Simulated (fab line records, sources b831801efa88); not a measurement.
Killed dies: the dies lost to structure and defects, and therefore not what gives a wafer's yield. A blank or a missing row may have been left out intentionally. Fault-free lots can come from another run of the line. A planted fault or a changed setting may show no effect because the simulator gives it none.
Chamber matching | flow sky130 | SKY_VIA2_ETCH_14 on rie_diel-01: 4 sister chambers
The step etches BARC in N2/H2, stops on SiO2, time 45.9 s, target depth 60 nm. 4 wafers are shown with their chamber, then 7 later ones without.

== WAFERS PAIRED WITH THEIR CHAMBERS ==
wafer  | chamber | throttle_valve_pct (%)
L139.4 | 2       | 13.236
L140.4 | 1       | 13.208
L148.3 | 3       | 13.227
L148.4 | 0       | 13.242

== WAFERS WITHOUT THEIR CHAMBER ==
wafer  | throttle_valve_pct (%)
L148.6 | 13.222
L149.1 | 13.226
L149.2 | 13.236
L149.6 | 13.232
L151.3 | 13.226
L151.5 | 13.216
L151.6 | 13.227

== WHICH CHAMBER EACH ONE RAN IN ==
wafer  | from the rows above          | in truth
L148.6 | 3                            | 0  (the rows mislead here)
L149.1 | 3                            | 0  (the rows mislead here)
L149.2 | can't be placed: 2 or 0      | 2
L149.6 | can't be placed: 2 or 3 or 0 | 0
L151.3 | 3                            | 3
L151.5 | can't be placed: 1 or 3      | 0
L151.6 | 3                            | 3
Correct placement for 2 of the 7. Unplaceable from these rows: 3, with the true chamber sitting among the candidates in 2. Placed wrongly: 2.
How it was worked out, from the rows above alone: a wafer's distance from a chamber is the root of the sum, over the readings, of the square of ((its reading less the chamber's mean) divided by the reading's scatter). If the next closest chamber is less than 2 further off than the closest, the wafer can't be placed; otherwise it belongs to the closest. The mean given for a chamber averages the wafers shown for that chamber. The scatter (one wafer shown for each chamber): square how far every hidden wafer sits from the nearest shown wafer, average those squares and take the square root.
